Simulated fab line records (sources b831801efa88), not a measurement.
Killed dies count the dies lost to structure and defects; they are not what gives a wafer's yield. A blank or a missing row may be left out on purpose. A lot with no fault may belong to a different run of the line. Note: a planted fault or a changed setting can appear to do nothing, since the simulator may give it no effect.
Which tool did it?    flow gf180mcu    11 lots, 33 wafers sampled, at 7 steps of a route of 602

== WHAT THE GAUGES SHOWED, per wafer ==
GF_NSD_TW_MEAS_12. Usual: NSD_TW gives 4299 (standard deviation 19).
lot   measured      on             NSD_TW          flag
L150  day 13 08:52  film-metro-01  4315 4292 4324  
L154  day 14 16:58  film-metro-04  4290 4288 4293  
L155  day 15 02:43  film-metro-02  4295 4325 4305  
L156  day 15 05:10  film-metro-04  4303 4329 4332  
L157  day 15 21:55  film-metro-04  4325 4310 4324  
L158  day 16 00:38  film-metro-04  4288 4266 4293  
L159  day 16 06:50  film-metro-01  4293 4314 4329  
L161  day 17 05:31  film-metro-01  4321 4310 4305  
L164  day 18 04:14  film-metro-02  4265 4270 4277  
L168  day 19 13:41  film-metro-02  4872 4887 4869  OFF
L169  day 19 20:37  film-metro-02  4908 4898 4895  OFF

GF_PSD_RS_MEAS_14: the measuring method here is four-point-probe. Usual: NSD_RS gives 46.15 ohm/sq (standard deviation 0.085).
lot   measured      on             NSD_RS (ohm/sq)    flag
L150  day 14 05:00  film-metro-02  45.98 46.11 46.06  
L154  day 15 14:59  film-metro-01  46.18 46.18 46.24  
L155  day 16 00:29  film-metro-02  46.11 46.09 46.11  
L156  day 16 03:08  film-metro-02  46.09 46.19 46.07  
L157  day 16 21:04  film-metro-01  46.28 46.21 46.29  
L158  day 16 23:30  film-metro-04  46.13 46.13 46.07  
L159  day 17 05:52  film-metro-04  46.19 46.33 46.27  
L161  day 18 05:30  film-metro-04  46.24 46.20 46.14  
L164  day 19 04:56  film-metro-04  46.18 46.07 46.18  
L168  day 20 13:57  film-metro-02  25.53 25.48 25.52  OFF
L169  day 20 21:11  film-metro-04  25.55 25.48 25.53  OFF

GF_M1_OVL_MEAS_15. Usual: M1_OVL gives 1 nm (standard deviation 6.3).
lot   measured      on          M1_OVL (nm)  flag
L150  day 17 00:50  overlay-01  -6 5 1       
L154  day 18 15:02  overlay-02  10 1 3       
L155  day 19 02:04  overlay-02  0 0 0        
L156  day 19 04:05  overlay-02  -2 1 -2      
L157  day 19 23:35  overlay-02  -11 3 -7     
L158  day 20 01:46  overlay-02  -8 -4 0      
L159  day 20 09:26  overlay-02  10 15 16     
L161  day 21 09:56  overlay-01  -9 -2 -2     
L164  day 22 08:43  overlay-02  6 0 6        
L168  day 23 15:14  overlay-02  7 1 2        
L169  day 23 22:50  overlay-02  6 7 1        

== EACH LOT AND THE TOOL THAT RAN IT (in order: tool; ch and the chambers of the sampled wafers; start) ==
lot   GF_NSD_IMPLANT_09                GF_NSD_STRIP_11                       GF_CONTACT_SPUTTER_23         GF_CONTACT_CMP_27
L150  implanter-03 ch 0, day 13 08:28  plasma-asher-01 ch 0,1, day 13 08:46  pvd-sputter-03, day 16 01:53  cmp-01 ch 0,3, day 16 02:15
L154  implanter-02 ch 0, day 14 16:34  plasma-asher-03 ch 0,1, day 14 16:52  pvd-sputter-01, day 17 14:14  cmp-02 ch 0,3, day 17 14:33
L155  implanter-02 ch 0, day 15 02:19  plasma-asher-01 ch 0,1, day 15 02:37  pvd-sputter-01, day 18 01:02  cmp-02 ch 0,1,2, day 18 01:21
L156  implanter-01 ch 0, day 15 04:46  plasma-asher-02 ch 0,1, day 15 05:04  pvd-sputter-04, day 18 03:08  cmp-01 ch 0,2,3, day 18 03:27
L157  implanter-03 ch 0, day 15 21:32  plasma-asher-02 ch 0,1, day 15 21:48  pvd-sputter-04, day 18 22:10  cmp-01 ch 0,1,3, day 18 22:32
L158  implanter-03 ch 0, day 16 00:14  plasma-asher-01 ch 0,1, day 16 00:32  pvd-sputter-01, day 19 00:49  cmp-01 ch 1,2, day 19 01:08
L159  implanter-01 ch 0, day 16 06:28  plasma-asher-03 ch 0,1, day 16 06:44  pvd-sputter-03, day 19 08:04  cmp-02 ch 1,2,3, day 19 08:23
L161  implanter-01 ch 0, day 17 05:07  plasma-asher-02 ch 0,1, day 17 05:25  pvd-sputter-03, day 20 09:02  cmp-02 ch 0,2,3, day 20 09:22
L164  implanter-02 ch 0, day 18 03:53  plasma-asher-03 ch 0,1, day 18 04:08  pvd-sputter-03, day 21 08:14  cmp-01 ch 1,2,3, day 21 08:44
L168  implanter-03 ch 0, day 19 13:18  plasma-asher-02 ch 0,1, day 19 13:35  pvd-sputter-03, day 22 14:58  cmp-01 ch 0,1,3, day 22 15:17
L169  implanter-01 ch 0, day 19 20:13  plasma-asher-03 ch 0,1, day 19 20:31  pvd-sputter-03, day 22 23:25  cmp-02 ch 0,1,3, day 22 23:47
- GF_NSD_IMPLANT_09
- GF_NSD_STRIP_11: strips in O2/N2.
- GF_CONTACT_SPUTTER_23: material TiN, target thk 10 nm, time 40 s.
- GF_CONTACT_CMP_27: polishes, stops on SiO2, t overpolish 15 s, target thk 0 nm.

== WHAT THE TOOLS THEMSELVES READ (means of the sampled wafers that have a number; where no wafer has one, the mark that the record gives instead) ==
GF_NSD_IMPLANT_09. Usual: end-station-pressure-torr 1.27e-05 Torr, standard deviation 1.1e-06.
lot   tool          end-station-pressure-torr (Torr)  flag
L150  implanter-03  1.20e-05                          
L154  implanter-02  1.16e-05                          
L155  implanter-02  1.13e-05                          
L156  implanter-01  1.39e-05                          
L157  implanter-03  1.23e-05                          
L158  implanter-03  1.26e-05                          
L159  implanter-01  1.44e-05                          
L161  implanter-01  1.38e-05                          
L164  implanter-02  1.18e-05                          
L168  implanter-03  1.23e-05                          
L169  implanter-01  1.40e-05                          

GF_NSD_STRIP_11. Usual: drypump-motor-current-A 5.8 A, standard deviation 0.52; heater-power-w 302 W, standard deviation 19; oes-product-au 0.487 a.u., standard deviation 0.0046; strip-time-to-endpoint-s 22.97 s, standard deviation 0.042.
lot   tool             drypump-motor-current-A (A)  heater-power-w (W)  oes-product-au (a.u.)  strip-time-to-endpoint-s (s)  flag
L150  plasma-asher-01  6.1                          309                 0.488                  22.93                         
L154  plasma-asher-03  6.1                          296                 0.488                  22.94                         
L155  plasma-asher-01  6.1                          305                 0.490                  22.91                         
L156  plasma-asher-02  5.0                          307                 0.485                  22.91                         
L157  plasma-asher-02  5.0                          309                 0.486                  23.00                         
L158  plasma-asher-01  6.0                          302                 0.490                  23.01                         
L159  plasma-asher-03  6.3                          283                 0.490                  22.90                         
L161  plasma-asher-02  5.2                          306                 0.487                  22.98                         
L164  plasma-asher-03  6.3                          285                 0.489                  22.96                         
L168  plasma-asher-02  5.1                          304                 0.452                  26.38                         OFF
L169  plasma-asher-03  6.1                          296                 0.454                  26.36                         OFF

GF_CONTACT_SPUTTER_23. Usual: throttle-valve-pct 30.0 %, standard deviation 1.4.
lot   tool            throttle-valve-pct (%)  flag
L150  pvd-sputter-03  30.0                    
L154  pvd-sputter-01  29.5                    
L155  pvd-sputter-01  30.7                    
L156  pvd-sputter-04  29.3                    
L157  pvd-sputter-04  29.4                    
L158  pvd-sputter-01  31.4                    
L159  pvd-sputter-03  30.6                    
L161  pvd-sputter-03  30.4                    
L164  pvd-sputter-03  31.7                    
L168  pvd-sputter-03  30.4                    
L169  pvd-sputter-03  31.6                    

GF_CONTACT_CMP_27. Usual: motor-current-A 10.7 A, standard deviation 1.2; overpolish-run-s 15.002 s, standard deviation 0.011; time-to-endpoint-s 73 s, standard deviation 3.9.
lot   tool    motor-current-A (A)  overpolish-run-s (s)  time-to-endpoint-s (s)  flag
L150  cmp-01  11.7                 14.997                72                      
L154  cmp-02  9.6                  15.012                75                      
L155  cmp-02  10.2                 15.000                68                      
L156  cmp-01  11.5                 15.011                74                      
L157  cmp-01  11.5                 14.990                72                      
L158  cmp-01  11.7                 14.988                76                      
L159  cmp-02  10.0                 15.008                72                      
L161  cmp-02  9.9                  15.008                77                      
L164  cmp-01  11.7                 14.995                76                      
L168  cmp-01  11.3                 15.001                71                      
L169  cmp-02  9.2                  15.001                70                      

== THE ANSWER, worked out from the rows above alone ==
Rule: lot off if the mean of its wafers having a number is beyond 3 standard deviations from the usual mean. A lot without any number at a reading at which 4 lots or more have one is off too. All remaining lots with rows at the step are treated as sound. First the gauges in route order, then the tools' own readings, where a lot's mean is used as printed above. At the first step where some lot is off, the reading lying furthest off is the one used; lots without a number count as furthest.
Off: L168, L169, seen at GF_NSD_TW_MEAS_12 (NSD_TW).
If a tool, at a process step before that reading, ran all the lots that are off and no sound lot after the first of them, it fits. The gauges at GF_NSD_TW_MEAS_12 aren't tried: what is off there is off at GF_NSD_STRIP_11 too, on other tools, and a gauge's error can't cause that. Not one of the candidates tried fits.

== WHAT THE SIMULATOR HAD PUT IN ==
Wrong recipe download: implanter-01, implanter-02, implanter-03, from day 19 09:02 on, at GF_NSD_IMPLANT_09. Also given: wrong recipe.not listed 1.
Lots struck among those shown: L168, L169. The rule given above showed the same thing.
